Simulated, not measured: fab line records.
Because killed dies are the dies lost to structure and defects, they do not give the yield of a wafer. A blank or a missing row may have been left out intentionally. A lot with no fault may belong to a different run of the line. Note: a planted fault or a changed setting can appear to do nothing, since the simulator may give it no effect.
Which tool did it? || flow sky130 || 42 wafers from 14 lots sampled at 4 of the route's 708 steps

== WHAT THE GAUGES SHOWED, per wafer ==
No reading from a measuring or inspecting step in the record can be judged against a usual standard deviation.

== WHICH TOOL RAN EACH LOT (tool, then ch and the chambers of the sampled wafers, then the start) ==
{"lot": "L369", "SKY_METAL1_SPUTTER_04": "pvd_sputter-03, day 32 02:16", "SKY_VIA1_ETCH_14": "rie_diel-03 ch 0,1,3, day 34 09:11", "SKY_VIA1_STRIP_16": "plasma_asher-04 ch 0,1, day 34 09:16", "SKY_PAD_OPEN_DEVELOP_06": "litho_track-01 ch 0, day 46 03:00"}
{"lot": "L370", "SKY_METAL1_SPUTTER_04": "pvd_sputter-02, day 32 15:38", "SKY_VIA1_ETCH_14": "rie_diel-04 ch 0,1,2, day 34 22:48", "SKY_VIA1_STRIP_16": "plasma_asher-04 ch 0,1, day 34 22:53", "SKY_PAD_OPEN_DEVELOP_06": "litho_track-03 ch 0, day 46 07:00"}
{"lot": "L372", "SKY_METAL1_SPUTTER_04": "pvd_sputter-02, day 32 22:43", "SKY_VIA1_ETCH_14": "rie_diel-03 ch 2,3, day 35 06:18", "SKY_VIA1_STRIP_16": "plasma_asher-01 ch 0,1, day 35 06:23", "SKY_PAD_OPEN_DEVELOP_06": "litho_track-02 ch 0, day 46 19:00"}
{"lot": "L374", "SKY_METAL1_SPUTTER_04": "pvd_sputter-01, day 33 22:21", "SKY_VIA1_ETCH_14": "rie_diel-01 ch 0,2,3, day 36 05:54", "SKY_VIA1_STRIP_16": "plasma_asher-04 ch 0,1, day 36 05:59", "SKY_PAD_OPEN_DEVELOP_06": "litho_track-03 ch 0, day 47 07:00"}
{"lot": "L380", "SKY_METAL1_SPUTTER_04": "pvd_sputter-02, day 35 15:27", "SKY_VIA1_ETCH_14": "rie_diel-03 ch 0,2,3, day 37 21:24", "SKY_VIA1_STRIP_16": "plasma_asher-01 ch 0,1, day 37 21:29", "SKY_PAD_OPEN_DEVELOP_06": "litho_track-03, day 48 14:00"}
{"lot": "L381", "SKY_METAL1_SPUTTER_04": "pvd_sputter-03, day 35 23:39", "SKY_VIA1_ETCH_14": "rie_diel-01 ch 0,1,3, day 38 04:25", "SKY_VIA1_STRIP_16": "plasma_asher-04 ch 0,1, day 38 04:30", "SKY_PAD_OPEN_DEVELOP_06": "litho_track-01, day 48 19:00"}
{"lot": "L383", "SKY_METAL1_SPUTTER_04": "pvd_sputter-03, day 36 19:25", "SKY_VIA1_ETCH_14": "rie_diel-03 ch 2,3, day 39 00:31", "SKY_VIA1_STRIP_16": "plasma_asher-02 ch 0,1, day 39 00:37", "SKY_PAD_OPEN_DEVELOP_06": "litho_track-02 ch 0, day 49 14:00"}
{"lot": "L384", "SKY_METAL1_SPUTTER_04": "pvd_sputter-01, day 37 01:56", "SKY_VIA1_ETCH_14": "rie_diel-01 ch 1,2,3, day 39 06:47", "SKY_VIA1_STRIP_16": "plasma_asher-01 ch 0,1, day 39 06:52", "SKY_PAD_OPEN_DEVELOP_06": "litho_track-03 ch 0, day 49 17:00"}
{"lot": "L385", "SKY_METAL1_SPUTTER_04": "pvd_sputter-01, day 37 15:30", "SKY_VIA1_ETCH_14": "rie_diel-04 ch 0,1, day 39 19:50", "SKY_VIA1_STRIP_16": "plasma_asher-01 ch 0,1, day 39 19:56", "SKY_PAD_OPEN_DEVELOP_06": "litho_track-03 ch 0, day 50 07:00"}
{"lot": "L386", "SKY_METAL1_SPUTTER_04": "pvd_sputter-02, day 37 17:20", "SKY_VIA1_ETCH_14": "rie_diel-03 ch 0,1,3, day 39 21:10", "SKY_VIA1_STRIP_16": "plasma_asher-04 ch 0, day 39 21:15", "SKY_PAD_OPEN_DEVELOP_06": "litho_track-02 ch 0, day 50 08:00"}
{"lot": "L387", "SKY_METAL1_SPUTTER_04": "pvd_sputter-01, day 37 17:35", "SKY_VIA1_ETCH_14": "rie_diel-04 ch 0,1,2, day 39 21:57", "SKY_VIA1_STRIP_16": "plasma_asher-02 ch 0,1, day 39 22:02", "SKY_PAD_OPEN_DEVELOP_06": "litho_track-03 ch 0, day 50 09:00"}
{"lot": "L388", "SKY_METAL1_SPUTTER_04": "pvd_sputter-02, day 38 00:14", "SKY_VIA1_ETCH_14": "rie_diel-03 ch 1,2, day 40 04:10", "SKY_VIA1_STRIP_16": "plasma_asher-01 ch 0,1, day 40 04:18", "SKY_PAD_OPEN_DEVELOP_06": "litho_track-03 ch 0, day 50 10:00"}
{"lot": "L389", "SKY_METAL1_SPUTTER_04": "pvd_sputter-01, day 38 09:06", "SKY_VIA1_ETCH_14": "rie_diel-03 ch 0,2, day 40 10:16", "SKY_VIA1_STRIP_16": "plasma_asher-02 ch 0,1, day 40 10:21", "SKY_PAD_OPEN_DEVELOP_06": "litho_track-02 ch 0, day 50 11:00"}
{"lot": "L390", "SKY_METAL1_SPUTTER_04": "pvd_sputter-03, day 38 16:45", "SKY_VIA1_ETCH_14": "rie_diel-04 ch 1,2,3, day 40 23:06", "SKY_VIA1_STRIP_16": "plasma_asher-04 ch 1, day 40 23:11", "SKY_PAD_OPEN_DEVELOP_06": "litho_track-02 ch 0, day 50 18:00"}
- SKY_METAL1_SPUTTER_04: material TiN, target thk 70 nm, time 58.3 s.
- SKY_VIA1_ETCH_14: etches BARC in N2/H2, stops on SiO2, time 45.9 s, target depth 60 nm.
- SKY_VIA1_STRIP_16: strips in O2/N2.
- SKY_PAD_OPEN_DEVELOP_06: develop time 60 s.

== WHAT THE TOOLS THEMSELVES READ (means of the sampled wafers that have a number; where no wafer has one, the mark that the record gives instead) ==
SKY_METAL1_SPUTTER_04. Usual: 30.0 % for throttle_valve_pct, sd 0.87.
{"lot": "L369", "tool": "pvd_sputter-03", "throttle_valve_pct (%)": 29.7, "flag": ""}
{"lot": "L370", "tool": "pvd_sputter-02", "throttle_valve_pct (%)": 30.1, "flag": ""}
{"lot": "L372", "tool": "pvd_sputter-02", "throttle_valve_pct (%)": 30.1, "flag": ""}
{"lot": "L374", "tool": "pvd_sputter-01", "throttle_valve_pct (%)": 30.1, "flag": ""}
{"lot": "L380", "tool": "pvd_sputter-02", "throttle_valve_pct (%)": 30.5, "flag": ""}
{"lot": "L381", "tool": "pvd_sputter-03", "throttle_valve_pct (%)": 29.5, "flag": ""}
{"lot": "L383", "tool": "pvd_sputter-03", "throttle_valve_pct (%)": 29.3, "flag": ""}
{"lot": "L384", "tool": "pvd_sputter-01", "throttle_valve_pct (%)": 30.1, "flag": ""}
{"lot": "L385", "tool": "pvd_sputter-01", "throttle_valve_pct (%)": 30.1, "flag": ""}
{"lot": "L386", "tool": "pvd_sputter-02", "throttle_valve_pct (%)": 30.7, "flag": ""}
{"lot": "L387", "tool": "pvd_sputter-01", "throttle_valve_pct (%)": 30.4, "flag": ""}
{"lot": "L388", "tool": "pvd_sputter-02", "throttle_valve_pct (%)": 30.3, "flag": ""}
{"lot": "L389", "tool": "pvd_sputter-01", "throttle_valve_pct (%)": 30.0, "flag": ""}
{"lot": "L390", "tool": "pvd_sputter-03", "throttle_valve_pct (%)": 29.9, "flag": ""}

SKY_VIA1_ETCH_14. Usual: drypump_motor_current_A 5.8 A, standard deviation 0.46; h2_flow_sccm 200.0 sccm, standard deviation 0.65; oes_product_au 0.854 a.u., standard deviation 0.0048; throttle_valve_pct 13.224 %, standard deviation 0.0089.
{"lot": "L369", "tool": "rie_diel-03", "drypump_motor_current_A (A)": 5.7, "h2_flow_sccm (sccm)": 200.9, "oes_product_au (a.u.)": 0.850, "throttle_valve_pct (%)": 13.229, "flag": ""}
{"lot": "L370", "tool": "rie_diel-04", "drypump_motor_current_A (A)": 5.6, "h2_flow_sccm (sccm)": 199.7, "oes_product_au (a.u.)": 0.852, "throttle_valve_pct (%)": 13.230, "flag": ""}
{"lot": "L372", "tool": "rie_diel-03", "drypump_motor_current_A (A)": 5.4, "h2_flow_sccm (sccm)": 200.0, "oes_product_au (a.u.)": 0.853, "throttle_valve_pct (%)": 13.216, "flag": ""}
{"lot": "L374", "tool": "rie_diel-01", "drypump_motor_current_A (A)": 6.4, "h2_flow_sccm (sccm)": 199.7, "oes_product_au (a.u.)": 0.857, "throttle_valve_pct (%)": 13.222, "flag": ""}
{"lot": "L380", "tool": "rie_diel-03", "drypump_motor_current_A (A)": 5.6, "h2_flow_sccm (sccm)": 199.9, "oes_product_au (a.u.)": 0.853, "throttle_valve_pct (%)": 13.221, "flag": ""}
{"lot": "L381", "tool": "rie_diel-01", "drypump_motor_current_A (A)": 5.9, "h2_flow_sccm (sccm)": 200.5, "oes_product_au (a.u.)": 0.851, "throttle_valve_pct (%)": 13.218, "flag": ""}
{"lot": "L383", "tool": "rie_diel-03", "drypump_motor_current_A (A)": 5.5, "h2_flow_sccm (sccm)": 199.5, "oes_product_au (a.u.)": 0.852, "throttle_valve_pct (%)": 13.223, "flag": ""}
{"lot": "L384", "tool": "rie_diel-01", "drypump_motor_current_A (A)": 6.1, "h2_flow_sccm (sccm)": 200.4, "oes_product_au (a.u.)": 0.852, "throttle_valve_pct (%)": 13.226, "flag": ""}
{"lot": "L385", "tool": "rie_diel-04", "drypump_motor_current_A (A)": 5.7, "h2_flow_sccm (sccm)": 199.4, "oes_product_au (a.u.)": 0.857, "throttle_valve_pct (%)": 13.230, "flag": ""}
{"lot": "L386", "tool": "rie_diel-03", "drypump_motor_current_A (A)": 5.7, "h2_flow_sccm (sccm)": 200.5, "oes_product_au (a.u.)": 0.851, "throttle_valve_pct (%)": 13.225, "flag": ""}
{"lot": "L387", "tool": "rie_diel-04", "drypump_motor_current_A (A)": 5.7, "h2_flow_sccm (sccm)": 200.2, "oes_product_au (a.u.)": 0.858, "throttle_valve_pct (%)": 13.231, "flag": ""}
{"lot": "L388", "tool": "rie_diel-03", "drypump_motor_current_A (A)": 5.8, "h2_flow_sccm (sccm)": 200.7, "oes_product_au (a.u.)": 0.855, "throttle_valve_pct (%)": 13.218, "flag": ""}
{"lot": "L389", "tool": "rie_diel-03", "drypump_motor_current_A (A)": 5.7, "h2_flow_sccm (sccm)": 200.1, "oes_product_au (a.u.)": 0.856, "throttle_valve_pct (%)": 13.224, "flag": ""}
{"lot": "L390", "tool": "rie_diel-04", "drypump_motor_current_A (A)": 5.4, "h2_flow_sccm (sccm)": 199.8, "oes_product_au (a.u.)": 0.855, "throttle_valve_pct (%)": 13.230, "flag": ""}

SKY_VIA1_STRIP_16. Usual: drypump_motor_current_A 5.6 A, standard deviation 0.64; oes_product_au 0.416 a.u., standard deviation 0.0043; strip_time_to_endpoint_s 4.456 s, standard deviation 0.019.
{"lot": "L369", "tool": "plasma_asher-04", "drypump_motor_current_A (A)": 5.7, "oes_product_au (a.u.)": 0.414, "strip_time_to_endpoint_s (s)": 4.433, "flag": ""}
{"lot": "L370", "tool": "plasma_asher-04", "drypump_motor_current_A (A)": 6.2, "oes_product_au (a.u.)": 0.416, "strip_time_to_endpoint_s (s)": 4.462, "flag": ""}
{"lot": "L372", "tool": "plasma_asher-01", "drypump_motor_current_A (A)": 5.3, "oes_product_au (a.u.)": 0.420, "strip_time_to_endpoint_s (s)": 4.484, "flag": ""}
{"lot": "L374", "tool": "plasma_asher-04", "drypump_motor_current_A (A)": 5.7, "oes_product_au (a.u.)": 0.412, "strip_time_to_endpoint_s (s)": 4.449, "flag": ""}
{"lot": "L380", "tool": "plasma_asher-01", "drypump_motor_current_A (A)": 5.7, "oes_product_au (a.u.)": 0.412, "strip_time_to_endpoint_s (s)": 4.482, "flag": ""}
{"lot": "L381", "tool": "plasma_asher-04", "drypump_motor_current_A (A)": 6.1, "oes_product_au (a.u.)": 0.415, "strip_time_to_endpoint_s (s)": 4.459, "flag": ""}
{"lot": "L383", "tool": "plasma_asher-02", "drypump_motor_current_A (A)": 5.3, "oes_product_au (a.u.)": 0.417, "strip_time_to_endpoint_s (s)": 4.456, "flag": ""}
{"lot": "L384", "tool": "plasma_asher-01", "drypump_motor_current_A (A)": 5.3, "oes_product_au (a.u.)": 0.416, "strip_time_to_endpoint_s (s)": 4.452, "flag": ""}
{"lot": "L385", "tool": "plasma_asher-01", "drypump_motor_current_A (A)": 5.7, "oes_product_au (a.u.)": 0.414, "strip_time_to_endpoint_s (s)": 4.466, "flag": ""}
{"lot": "L386", "tool": "plasma_asher-04", "drypump_motor_current_A (A)": 6.6, "oes_product_au (a.u.)": 0.416, "strip_time_to_endpoint_s (s)": 4.483, "flag": ""}
{"lot": "L387", "tool": "plasma_asher-02", "drypump_motor_current_A (A)": 5.3, "oes_product_au (a.u.)": 0.417, "strip_time_to_endpoint_s (s)": 4.462, "flag": ""}
{"lot": "L388", "tool": "plasma_asher-01", "drypump_motor_current_A (A)": 5.7, "oes_product_au (a.u.)": 0.410, "strip_time_to_endpoint_s (s)": 4.444, "flag": ""}
{"lot": "L389", "tool": "plasma_asher-02", "drypump_motor_current_A (A)": 5.1, "oes_product_au (a.u.)": 0.411, "strip_time_to_endpoint_s (s)": 4.445, "flag": ""}
{"lot": "L390", "tool": "plasma_asher-04", "drypump_motor_current_A (A)": 5.3, "oes_product_au (a.u.)": 0.419, "strip_time_to_endpoint_s (s)": 4.462, "flag": ""}

SKY_PAD_OPEN_DEVELOP_06. Usual: 23.01 C for chill_plate_temp_C, sd 0.11.
{"lot": "L369", "tool": "litho_track-01", "chill_plate_temp_C (C)": 22.84, "flag": ""}
{"lot": "L370", "tool": "litho_track-03", "chill_plate_temp_C (C)": 23.00, "flag": ""}
{"lot": "L372", "tool": "litho_track-02", "chill_plate_temp_C (C)": 22.90, "flag": ""}
{"lot": "L374", "tool": "litho_track-03", "chill_plate_temp_C (C)": 23.13, "flag": ""}
{"lot": "L380", "tool": "litho_track-03", "chill_plate_temp_C (C)": "-", "flag": "OFF"}
{"lot": "L381", "tool": "litho_track-01", "chill_plate_temp_C (C)": "-", "flag": "OFF"}
{"lot": "L383", "tool": "litho_track-02", "chill_plate_temp_C (C)": 23.07, "flag": ""}
{"lot": "L384", "tool": "litho_track-03", "chill_plate_temp_C (C)": 23.00, "flag": ""}
{"lot": "L385", "tool": "litho_track-03", "chill_plate_temp_C (C)": 22.90, "flag": ""}
{"lot": "L386", "tool": "litho_track-02", "chill_plate_temp_C (C)": 23.08, "flag": ""}
{"lot": "L387", "tool": "litho_track-03", "chill_plate_temp_C (C)": 22.96, "flag": ""}
{"lot": "L388", "tool": "litho_track-03", "chill_plate_temp_C (C)": 23.16, "flag": ""}
{"lot": "L389", "tool": "litho_track-02", "chill_plate_temp_C (C)": 23.03, "flag": ""}
{"lot": "L390", "tool": "litho_track-02", "chill_plate_temp_C (C)": 23.04, "flag": ""}

== THE ANSWER, worked out from the rows above alone ==
Rule: take the mean of a lot's wafers that have a number; if it is more than 3 standard deviations from the usual mean, the lot is off. A lot without any number at a reading at which 4 lots or more have one is off too. Any other lot the step has rows for is counted as sound. The gauges are gone through in route order, then the tools' own readings, and for those a lot's mean is taken as printed above. At the first step where some lot is off, the reading lying furthest off is the one used; lots without a number count as furthest.
Off: L380, L381, at SKY_PAD_OPEN_DEVELOP_06 (chill_plate_temp_C). Without a number there: L380, L381.
A tool fits if, at that step or a process step before it, it ran every lot that is off, and no sound lot after the first of them. No candidate that was tried fits.

== WHAT WAS PUT IN BY THE SIMULATOR ==
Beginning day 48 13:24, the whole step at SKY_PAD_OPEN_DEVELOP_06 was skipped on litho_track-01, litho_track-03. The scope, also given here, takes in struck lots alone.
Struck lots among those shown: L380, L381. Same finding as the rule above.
